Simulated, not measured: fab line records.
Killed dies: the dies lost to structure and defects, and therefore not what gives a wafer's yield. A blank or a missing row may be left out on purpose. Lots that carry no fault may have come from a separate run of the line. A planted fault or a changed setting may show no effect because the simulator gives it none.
Comparing a struck lot with a sound one + flow sky130 + 15 out of 708 route steps
Sound: wafers L316.3, L316.4, L316.6. Wafers struck: L322.1, L322.4, L322.5. Last of all comes the cause.
For every step that has rows: the tool of each side, followed by ch and its chambers, followed by its first start. Under that, the readings that differ: sound wafers + struck wafers + difference of the means + sigmas: that difference in standard deviations of wafers without a fault.
alike: words and numbers the same on both sides, and readings whose means are apart by under 2 such deviations; not compared: readings that were withheld, readings missing a value for some wafer, numbers with overlapping values and no deviation given by the record, and bounds like >300 which may hide the same value.
The two part at a step that has a row with sigmas, a row that says differs or no value, or rows on one side only. When numbers do not overlap yet have no deviation, they are printed without sigmas and do not part them. Lack of a reading on every wafer of one side parts them only where that side has two or more wafers.

SKY_VIA1_CD_MEAS_12: target cd 150 nm.
  sound on cd-sem-02 at day 35 03:06; struck on cd-sem-02 at day 37 19:18
  alike: cd-nm
SKY_VIA1_OVL_MEAS_13:
  sound on overlay-02 at day 35 03:11; struck on overlay-02 at day 37 19:25
  alike: VIA1_OVL
SKY_VIA1_ETCH_14: etches BARC in N2/H2, stops on SiO2, time 45.9 s, target depth 60 nm.
  sound on rie-diel-02 ch 0,1,3, day 35 03:13; struck on rie-diel-03 ch 0,1,3, day 37 19:28
  alike: drypump-motor-current-A, n2-flow-sccm, oes-product-au, throttle-valve-pct
  not compared: rf-hours-counter-h
SKY_VIA1_ETCH_15: etches SiO2 in C4F8/O2/Ar, stops on TiN, target depth 351 nm, time 54 s.
  sound on rie-diel-02 ch 0,1,3, day 35 03:16; struck on rie-diel-03 ch 0,1,3, day 37 19:30
  alike: oes-product-au
  not compared: rf-hours-counter-h
SKY_VIA1_STRIP_16: strips in O2/N2.
  sound on plasma-asher-02 ch 0,1, day 35 03:20; struck on plasma-asher-03 ch 0,1, day 37 19:33
  alike: drypump-motor-current-A, n2-flow-sccm, oes-product-au, strip-time-to-endpoint-s
  not compared: rf-hours-counter-h
then, 3 steps without rows for these wafers: SKY_VIA1_STRIP_17 (strips in post etch residue remover, time 1200 s); SKY_VIA1_CLEAN_18 (cleans in IPA, time 180 s); SKY_VIA1_CLEAN_19 (cleans in O3/DIW).
SKY_VIA1_SPUTTER_20: material TiN, target thk 20 nm, time 80 s.
  sound on pvd-sputter-01 at day 35 03:53; struck on pvd-sputter-01 at day 37 20:09
  alike: throttle-valve-pct
then, 1 step without rows for these wafers: SKY_VIA1_CVD_21 (deposits W, target thk 270 nm, time 80.902 s).
SKY_VIA1_RS_MEAS_22: measures by four-point-probe.
  sound on film-metro-03 at day 35 04:05; struck on film-metro-01 at day 37 20:18
  alike: VIA1_W_RS
SKY_VIA1_THK_MEAS_23: measures by xrf.
  sound on film-metro-03 at day 35 04:11; struck on film-metro-01 at day 37 20:25
  alike: VIA1_W_THK
SKY_VIA1_CMP_24: polishes, stops on SiO2, t overpolish 15 s, target thk 0 nm.
  sound on cmp-02 ch 1,3, day 35 04:17; struck on cmp-01 ch 1,2,3, day 37 20:35
| reading                | sound                | struck               | difference | sigmas      |
|------------------------|----------------------|----------------------|------------|-------------|
| overpolish-run-s (s)   | 15.001 14.998 15.009 | 12.376 12.363 12.379 | -2.630     | -99 or more |
| t-overpolish-s (s)     | 15 15 15             | 12.379 12.379 12.379 | -2.621     |             |
| time-to-endpoint-s (s) | 62 62 62             | 70 70 73             | +9         | +3          |
  alike: motor-current-A, retaining-ring-pressure-frac
SKY_METAL2_SPUTTER_00: material Ti, target thk 15 nm, time 10 s.
  sound on pvd-sputter-01 at day 35 04:32; struck on pvd-sputter-02 at day 37 20:47
  alike: throttle-valve-pct
-- the record jumps here: 11 days lie between the struck wafers' starts before and after (it left off in module METAL2 and takes up again in module PAD_OPEN, whose first step shown is number 708 of the route) --
SKY_PAD_OPEN_PROBE_99:
  sound on prober-01 at day 46 17:40; struck on prober-01 at day 48 16:37
  alike: defect-limited-yield, killed_at_M0_to_M3, killed_at_M4_up, killed-at-contacts, killed-at-front-end, killed-at-other, killed-dies, killed-open, killed-short, sort_bin_3_pad_short, sort_bin_5_function, sort_bin_6_memory, sort-n-pass, sort-yield-pct

WHERE THEY PART
At SKY_VIA1_CMP_24 and nowhere else, as far as this record goes. Later steps at which nothing parts them and some readings are alike: SKY_METAL2_SPUTTER_00, SKY_PAD_OPEN_PROBE_99.

WHY: what the simulator had put in
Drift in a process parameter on cmp-01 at SKY_VIA1_CMP_24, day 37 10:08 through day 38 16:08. A move of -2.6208 in setting t-overpolish-s, from 15. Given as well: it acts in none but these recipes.
